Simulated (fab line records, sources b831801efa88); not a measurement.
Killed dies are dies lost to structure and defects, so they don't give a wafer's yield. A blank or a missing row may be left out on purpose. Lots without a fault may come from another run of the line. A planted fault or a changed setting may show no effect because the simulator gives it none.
Which tool did it? | flow gf180mcu | 11 lots, 33 wafers sampled, at 6 steps of a route of 602

WHAT THE GAUGES READ, wafer by wafer
GF_PSD_TW_MEAS_11.
lot  | measured     | on            | PSD_TW
L965 | day 14 10:05 | film_metro-01 | 3192 3185 3198
L968 | day 15 04:10 | film_metro-02 | 3247 3264 3263
L970 | day 15 23:55 | film_metro-02 | 3272 3255 3264
L971 | day 16 15:14 | film_metro-02 | 3343 3352 3343
L972 | day 16 20:44 | film_metro-01 | 3303 3298 3291
L979 | day 19 06:40 | film_metro-03 | 3159 3173 3173
L980 | day 19 14:39 | film_metro-03 | 3189 3187 3184
L981 | day 19 22:58 | film_metro-02 | 3276 3258 3266
L982 | day 20 04:34 | film_metro-02 | 3248 3275 3265
L984 | day 21 04:29 | film_metro-02 | 3247 3234 3249
L985 | day 21 07:16 | film_metro-03 | 3202 3207 3197

GF_PSD_RS_MEAS_15: measures by four-point-probe.
lot  | measured     | on            | PSD_RS (ohm/sq)
L965 | day 14 10:24 | film_metro-02 | 107.67 107.82 107.96
L968 | day 15 04:28 | film_metro-03 | 106.82 106.93 106.60
L970 | day 16 00:13 | film_metro-01 | 107.06 106.97 106.89
L971 | day 16 15:34 | film_metro-02 | 104.71 104.35 104.33
L972 | day 16 21:04 | film_metro-02 | 104.91 104.73 104.52
L979 | day 19 06:58 | film_metro-01 | 107.44 107.05 107.04
L980 | day 19 14:59 | film_metro-01 | 106.51 106.77 106.78
L981 | day 19 23:17 | film_metro-01 | 106.82 106.86 106.86
L982 | day 20 04:53 | film_metro-03 | 107.18 106.79 106.93
L984 | day 21 04:49 | film_metro-01 | 107.23 107.12 107.05
L985 | day 21 07:35 | film_metro-03 | 107.14 107.12 107.32

GF_SAB_THK_MEAS_01.
lot  | measured     | on            | SAB_CVD_00_THK (nm)
L965 | day 14 10:32 | film_metro-01 | 48.9 49.8 50.2
L968 | day 15 04:37 | film_metro-01 | 48.8 48.5 49.6
L970 | day 16 00:22 | film_metro-04 | 49.8 49.4 50.6
L971 | day 16 15:41 | film_metro-04 | 50.3 51.7 51.3
L972 | day 16 21:11 | film_metro-01 | 49.1 50.4 49.9
L979 | day 19 07:07 | film_metro-04 | 50.0 49.4 50.1
L980 | day 19 15:06 | film_metro-04 | 50.4 50.5 50.6
L981 | day 19 23:25 | film_metro-04 | 50.3 50.5 50.1
L982 | day 20 05:01 | film_metro-04 | 48.8 49.2 50.1
L984 | day 21 04:56 | film_metro-02 | 49.7 49.8 51.0
L985 | day 21 07:44 | film_metro-01 | 50.5 50.0 50.7

GF_SAB_CD_MEAS_09: target cd 420 nm.
lot  | measured     | on        | cd_nm (nm)
L965 | day 15 07:16 | cd_sem-01 | 418.0 417.8 418.2
L968 | day 16 02:52 | cd_sem-02 | 419.6 419.5 418.9
L970 | day 16 22:16 | cd_sem-01 | 417.5 417.7 417.6
L971 | day 17 14:30 | cd_sem-02 | 421.1 418.2 421.3
L972 | day 17 19:58 | cd_sem-01 | 416.7 414.9 415.9
L979 | day 20 07:04 | cd_sem-02 | 419.9 420.0 420.0
L980 | day 20 15:16 | cd_sem-02 | 416.1 416.7 416.5
L981 | day 20 22:46 | cd_sem-02 | 417.6 416.6 420.4
L982 | day 21 05:01 | cd_sem-02 | 420.6 420.1 419.2
L984 | day 22 04:26 | cd_sem-01 | 420.1 422.4 422.7
L985 | day 22 07:13 | cd_sem-01 | 420.6 421.8 421.9

WHICH TOOL RAN EACH LOT (tool, then ch and the chambers of the sampled wafers, then the start)
lot  | GF_PSD_IMPLANT_09               | GF_PSD_STRIP_10
L965 | implanter-01 ch 0, day 14 09:50 | plasma_asher-02 ch 0,1, day 14 09:59
L968 | implanter-01 ch 0, day 15 03:55 | plasma_asher-01 ch 0,1, day 15 04:04
L970 | implanter-03 ch 0, day 15 23:40 | plasma_asher-02 ch 0,1, day 15 23:49
L971 | implanter-01 ch 0, day 16 15:01 | plasma_asher-02 ch 0,1, day 16 15:09
L972 | implanter-01 ch 0, day 16 20:31 | plasma_asher-04 ch 0,1, day 16 20:39
L979 | implanter-04 ch 0, day 19 06:25 | plasma_asher-02 ch 0,1, day 19 06:34
L980 | implanter-01 ch 0, day 19 14:26 | plasma_asher-02 ch 0,1, day 19 14:34
L981 | implanter-01 ch 0, day 19 22:43 | plasma_asher-02 ch 0,1, day 19 22:52
L982 | implanter-04 ch 0, day 20 04:19 | plasma_asher-04 ch 0,1, day 20 04:28
L984 | implanter-04 ch 0, day 21 04:15 | plasma_asher-04 ch 0,1, day 21 04:22
L985 | implanter-04 ch 0, day 21 07:01 | plasma_asher-02 ch 0,1, day 21 07:10
- GF_PSD_IMPLANT_09
- GF_PSD_STRIP_10: strips in O2/N2.

WHAT THE TOOLS THEMSELVES READ (means of the sampled wafers that have a number; where no wafer has one, the mark that the record gives instead)
GF_PSD_IMPLANT_09.
lot  | tool         | dose_ions_cm2 | faraday_current_uA
L965 | implanter-01 | 1.5005e+15    | 8120
L968 | implanter-01 | 1.5011e+15    | 8233
L970 | implanter-03 | 1.4997e+15    | 8221
L971 | implanter-01 | 1.7055e+15    | 9357
L972 | implanter-01 | 1.7065e+15    | 9294
L979 | implanter-04 | 1.5009e+15    | 8223
L980 | implanter-01 | 1.5006e+15    | 8199
L981 | implanter-01 | 1.5018e+15    | 8147
L982 | implanter-04 | 1.4995e+15    | 8046
L984 | implanter-04 | 1.4990e+15    | 8286
L985 | implanter-04 | 1.4996e+15    | 8212

GF_PSD_STRIP_10.
lot  | tool            | drypump_motor_current_A (A) | heater_power_w (W) | oes_product_au (a.u.) | strip_time_to_endpoint_s (s)
L965 | plasma_asher-02 | 5.5                         | 324                | 0.595                 | 16.65
L968 | plasma_asher-01 | 6.1                         | 342                | 0.592                 | 16.64
L970 | plasma_asher-02 | 5.3                         | 352                | 0.591                 | 16.68
L971 | plasma_asher-02 | 5.3                         | 351                | 0.578                 | 17.08
L972 | plasma_asher-04 | 6.4                         | 394                | 0.587                 | 17.09
L979 | plasma_asher-02 | 5.3                         | 359                | 0.588                 | 16.66
L980 | plasma_asher-02 | 5.3                         | 360                | 0.589                 | 16.62
L981 | plasma_asher-02 | 5.5                         | 334                | 0.586                 | 16.66
L982 | plasma_asher-04 | 6.4                         | 398                | 0.589                 | 16.65
L984 | plasma_asher-04 | 6.2                         | 390                | 0.595                 | 16.67
L985 | plasma_asher-02 | 5.5                         | 331                | 0.594                 | 16.65

THE ANSWER, worked out from the rows above alone
Rule: what is usual is taken from the lots themselves. Put in order of their means at a reading, lots are off if they are a third of the lots or fewer, leave a main group of 4 or more, and stand apart from it by a gap of 3 or more times the standard deviation of the main group's means; of several such gaps the widest counts. A main group whose means are all the same, to the digits that the tables above print for the reading, isn't used. A lot without any number at a reading at which 4 lots or more have one is off too. The other lots that the step has rows for count as sound. The gauges are gone through in route order, then the tools' own readings, and for those a lot's mean is taken as printed above. The first step at which some lot is off is used, and at that step the reading that is off furthest; a lot without a number counts as furthest.
Off: L971, L972, at GF_PSD_RS_MEAS_15 (PSD_RS). The main group: mean 107.06 ohm/sq, standard deviation 0.31.
A tool fits if, at a process step before that reading, it ran every lot that is off, and no sound lot after the first of them. The gauges at GF_PSD_RS_MEAS_15 aren't tried: what is off there is off at GF_PSD_IMPLANT_09 too, on other tools, and a gauge's error can't cause that. None of those tried fits.

WHAT THE SIMULATOR HAD PUT IN
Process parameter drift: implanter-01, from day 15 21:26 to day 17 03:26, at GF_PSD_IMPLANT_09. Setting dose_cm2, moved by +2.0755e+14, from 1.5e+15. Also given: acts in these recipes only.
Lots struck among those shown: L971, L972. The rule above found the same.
